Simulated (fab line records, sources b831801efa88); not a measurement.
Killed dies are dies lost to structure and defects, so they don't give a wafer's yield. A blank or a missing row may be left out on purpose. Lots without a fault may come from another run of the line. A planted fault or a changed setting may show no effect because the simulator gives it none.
fab line records | flow gf180mcu
record lots=14 wafers=42 last_day=34
route steps=602 shown POLY_GATE@163 HV_LDD@207 PSD@259
lots that met no fault: from a run of the same line without faults
start_h: hours from the record's first day to the start of the lot's first wafer shown | wait_h: hours since the lot's step before | " the same as in the row above | L1.1+2: a row that stands for several wafers | - no value, or no start given | * or withheld: withheld | < > ~ a bound
route shown NAME@n: a module of which the file shows steps, and the number in the route of the first | usual: mean/standard deviation of fault-free wafers | same: alike in all rows | chamber/n: place in a boat | sites: the reading at each site | _std_site: their standard deviation | _edge_site: outer sites' mean less inner sites' | radius_mm: how far each site lies from the wafer's centre | mask NAME#n: copy n | behind: the tool/chamber that last shaped the wafer | hold: why the lot was held/for how many hours/how that ended | device: the transistor (n, p or np) that didn't switch | end of line: the same wafers' tests at the end of the route | a step without rows: its recipe alone | killed: dies lost to structure and defects at the first sort, not the wafer's yield | map: a wafer's dies, x killed, . not, _ none there
set.NAME: the setting as run; set.NAME@STEP: as run at that earlier step | model.NAME: the simulator's own value behind a step, which no gauge read
steps of the route over a sample of lots; a table a step, a row a wafer
## steps
# step GF_POLY_GATE_SOFTBAKE_06
# recipe temp_c=130 time_s=60 resist=KrF
# usual run_length_s=89.32/0.27
# columns lot.wafer tool chamber start_h wait_h run_length_s
L366.1 litho_track-01 0 196 - 89.43
L366.3 " 0 " " 89.46
L366.4 " 0 " " 89.39
L367.1 litho_track-04 0 202 - 88.90
L367.2 " 0 " " 89.09
L367.5 " 0 " " 89.00
L368.2 litho_track-01 0 208 - 89.41
L368.3 " 0 " " 89.49
L368.5 " 0 " " 89.46
L369.1 litho_track-01 0 214 - 89.60
L369.5 " 0 " " 89.50
L369.6 " 0 " " 89.73
L370.3 litho_track-01 0 224 - 89.64
L370.4 " 0 " " 89.38
L370.6 " 0 " " 89.39
L371.1 litho_track-02 0 228 - 89.53
L371.3 " 0 " " 89.39
L371.6 " 0 " " 89.48
L374.1 litho_track-01 0 254 - 133.34
L374.3 " 0 " " 133.28
L374.5 " 0 " " 133.66
L375.2 litho_track-01 0 259 - 133.29
L375.3 " 0 " " 133.62
L375.5 " 0 " " 133.54
L376.4 litho_track-02 0 265 - 89.39
L376.5 " 0 " " 89.32
L376.6 " 0 " " 89.67
L384.3 litho_track-01 0 323 - 89.38
L384.4 " 0 " " 89.73
L384.5 " 0 " " 89.38
L385.1 litho_track-01 0 326 - 89.44
L385.4 " 0 " " 89.50
L385.5 " 0 " " 89.39
L386.1 litho_track-02 0 337 - 89.32
L386.2 " 0 " " 89.49
L386.6 " 0 338 - 89.50
L387.1 litho_track-04 0 345 - 88.95
L387.3 " 0 " " 88.88
L387.6 " 0 " " 88.87
L388.1 litho_track-04 0 355 - 89.05
L388.2 " 0 " " 89.13
L388.6 " 0 " " 88.95
# step GF_POLY_GATE_CD_MEAS_10
# recipe target_cd_nm=280
# usual cd_nm=280.0/1
# columns lot.wafer tool chamber start_h wait_h cd_nm
L366.1 cd_sem-02 - 205.25 0.1 279.8
L366.3 " - " " 281.3
L366.4 " - " " 280.8
L367.1 cd_sem-01 - 211.06 0.2 278.5
L367.2 " - " " 278.2
L367.5 " - " " 279.3
L368.2 cd_sem-02 - 217.57 0.1 278.4
L368.3 " - " " 278.9
L368.5 " - " " 278.4
L369.1 cd_sem-01 - 222.59 0.1 280.0
L369.5 " - " " 279.3
L369.6 " - " " 280.0
L370.3 cd_sem-01 - 234.13 0.1 280.4
L370.4 " - " " 280.5
L370.6 " - " " 279.3
L371.1 cd_sem-01 - 238.14 0.1 282.6
L371.3 " - " " 281.8
L371.6 " - " " 281.1
L374.1 cd_sem-02 - 263.79 0.1 274.4
L374.3 " - " " 274.3
L374.5 " - " " 274.3
L375.2 cd_sem-01 - 268.81 0.1 274.6
L375.3 " - " " 273.6
L375.5 " - " " 274.0
L376.4 cd_sem-01 - 275.29 0.1 279.8
L376.5 " - " " 280.8
L376.6 " - " " 280.6
L384.3 cd_sem-01 - 333.43 0.1 279.3
L384.4 " - " " 279.1
L384.5 " - " " 280.0
L385.1 cd_sem-02 - 336.68 0.1 280.8
L385.4 " - " " 280.1
L385.5 " - " " 282.7
L386.1 cd_sem-02 - 348.93 0.1 281.0
L386.2 " - " " 281.6
L386.6 " - " " 281.1
L387.1 cd_sem-02 - 356.89 0.1 279.7
L387.3 " - " " 278.8
L387.6 " - " " 279.6
L388.1 cd_sem-02 - 366.89 0.1 279.6
L388.2 " - " " 280.5
L388.6 " - " " 279.1
# step GF_HV_LDD_CD_MEAS_31
# recipe target_cd_nm=400
# usual cd_nm=400.2/2.3
# columns lot.wafer tool chamber start_h wait_h cd_nm
L366.1 cd_sem-01 - 262.44 0.1 396.9
L366.3 " - " " 399.3
L366.4 " - " " 398.0
L367.1 cd_sem-01 - 268.14 0.1 403.1
L367.2 " - " " 402.2
L367.5 " - " " 401.4
L368.2 cd_sem-02 - 275.01 0.1 398.2
L368.3 " - " " 400.1
L368.5 " - " " 399.3
L369.1 cd_sem-02 - 281.49 0.1 401.9
L369.5 " - " " 399.7
L369.6 " - " " 402.7
L370.3 cd_sem-01 - 292.73 0.1 401.4
L370.4 " - " " 402.4
L370.6 " - " " 402.6
L371.1 cd_sem-01 - 297.54 0.1 403.6
L371.3 " - " " 403.1
L371.6 " - " " 399.5
L374.1 cd_sem-01 - 326.04 0.1 399.8
L374.3 " - " " 400.6
L374.5 " - " " 399.8
L375.2 cd_sem-02 - 332.11 0.1 402.6
L375.3 " - " " 401.0
L375.5 " - " " 403.4
L376.4 cd_sem-01 - 341.10 0.1 399.5
L376.5 " - " " 395.8
L376.6 " - " " 399.0
L384.3 cd_sem-01 - 403.88 0.1 405.0
L384.4 " - " " 404.6
L384.5 " - " " 401.8
L385.1 cd_sem-01 - 408.44 0.1 396.9
L385.4 " - " " 399.3
L385.5 " - " " 397.4
L386.1 cd_sem-01 - 420.44 0.1 401.5
L386.2 " - " " 403.2
L386.6 " - " " 402.6
L387.1 cd_sem-01 - 428.34 0.1 398.0
L387.3 " - " " 398.3
L387.6 " - " " 396.3
L388.1 cd_sem-01 - 439.94 0.1 404.5
L388.2 " - " " 404.2
L388.6 " - " " 405.9
# step GF_HV_LDD_OVL_MEAS_32
# usual HV_LDD_02_OVL=-0.3/1.1
# columns lot.wafer tool chamber start_h wait_h HV_LDD_02_OVL[nm]
L366.1 overlay-02 - 262.56 0.1 0.5
L366.3 " - " " -0.8
L366.4 " - " " -0.6
L367.1 overlay-01 - 268.26 0.1 -1.4
L367.2 " - " " -2.6
L367.5 " - " " -1.3
L368.2 overlay-01 - 275.12 0.1 -0.3
L368.3 " - " " 1.4
L368.5 " - " " 0.8
L369.1 overlay-01 - 281.61 0.1 0.5
L369.5 " - " " -0.3
L369.6 " - " " -0.3
L370.3 overlay-02 - 292.82 0.1 -0.2
L370.4 " - " " -1.1
L370.6 " - " " -0.7
L371.1 overlay-02 - 297.66 0.1 0.1
L371.3 " - " " 1.3
L371.6 " - " " 0.1
L374.1 overlay-02 - 326.16 0.1 -0.5
L374.3 " - " " -0.7
L374.5 " - " " -0.6
L375.2 overlay-01 - 332.22 0.1 -2.1
L375.3 " - " " -1.7
L375.5 " - " " -1.0
L376.4 overlay-01 - 341.18 0.1 -0.6
L376.5 " - " " -0.7
L376.6 " - " " -2.3
L384.3 overlay-02 - 403.97 0.1 -1.4
L384.4 " - " " -1.8
L384.5 " - " " 0.4
L385.1 overlay-02 - 408.56 0.1 0.6
L385.4 " - " " 0.3
L385.5 " - " " 0.8
L386.1 overlay-01 - 420.56 0.1 -2.1
L386.2 " - " " -2.4
L386.6 " - " " -1.2
L387.1 overlay-01 - 428.46 0.1 0.6
L387.3 " - " " -0.3
L387.6 " - " " 0.0
L388.1 overlay-01 - 440.06 0.1 -2.5
L388.2 " - " " -2.4
L388.6 " - " " -1.1
# step GF_PSD_TW_MEAS_11
# usual PSD_TW=3160/36
# columns lot.wafer tool chamber start_h wait_h PSD_TW
L366.1 film_metro-03 - 326.29 0.1 3133
L366.3 " - " " 3137
L366.4 " - " " 3139
L367.1 film_metro-04 - 334.65 0.1 3152
L367.2 " - " " 3127
L367.5 " - " " 3138
L368.2 film_metro-04 - 340.80 0.1 3155
L368.3 " - " " 3162
L368.5 " - " " 3143
L369.1 film_metro-04 - 348.64 0.1 3161
L369.5 " - " " 3160
L369.6 " - " " 3151
L370.3 film_metro-04 - 362.52 0.1 3136
L370.4 " - " " 3145
L370.6 " - " " 3138
L371.1 film_metro-04 - 366.20 0.1 3130
L371.3 " - " " 3140
L371.6 " - " " 3127
L374.1 film_metro-01 - 398.79 0.1 3218
L374.3 " - " " 3213
L374.5 " - " " 3217
L375.2 film_metro-04 - 404.25 0.1 3113
L375.3 " - " " 3142
L375.5 " - " " 3132
L376.4 film_metro-04 - 412.93 0.1 3129
L376.5 " - " " 3144
L376.6 " - " " 3134
L384.3 film_metro-03 - 479.71 0.1 3140
L384.4 " - " " 3163
L384.5 " - " " 3136
L385.1 film_metro-03 - 484.05 0.1 3119
L385.4 " - " " 3105
L385.5 " - " " 3105
L386.1 film_metro-01 - 496.65 0.1 3208
L386.2 " - " " 3214
L386.6 " - " " 3219
L387.1 film_metro-04 - 505.36 0.1 3115
L387.3 " - " " 3138
L387.6 " - " " 3138
L388.1 film_metro-03 - 514.60 0.1 3125
L388.2 " - " " 3130
L388.6 " - " " 3128
## key
first_sign step=GF_POLY_GATE_SOFTBAKE_06 reading=run_length_s direction=up sigmas=99+ usual=* struck=*
effect step=GF_POLY_GATE_CD_MEAS_10 reading=cd_nm direction=down sigmas=5.6 usual=280.0 struck=274.2
met_at GF_POLY_GATE_SOFTBAKE_06
struck_lots L374,L375
tester_left_out L374,L375
not_acting_at GF_HV_LDD_CD_MEAS_31,GF_HV_LDD_OVL_MEAS_32,GF_PSD_TW_MEAS_11
onset_between 224 254
fault kind=process_parameter_drift tool=litho_track-01 chamber=- onset_h=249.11 steps=GF_POLY_GATE_SOFTBAKE_06 channel=time_s offset=* shape=step end_h=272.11 acts_in=* stated=*
# tester_left_out: of these lots the tester's yield and bins aren't shown, on N5 and GAA mostly nor the transistor test; their killed dies are dies lost to structure and defects alone, not to doping, threshold or leakage, so they don't give the yield
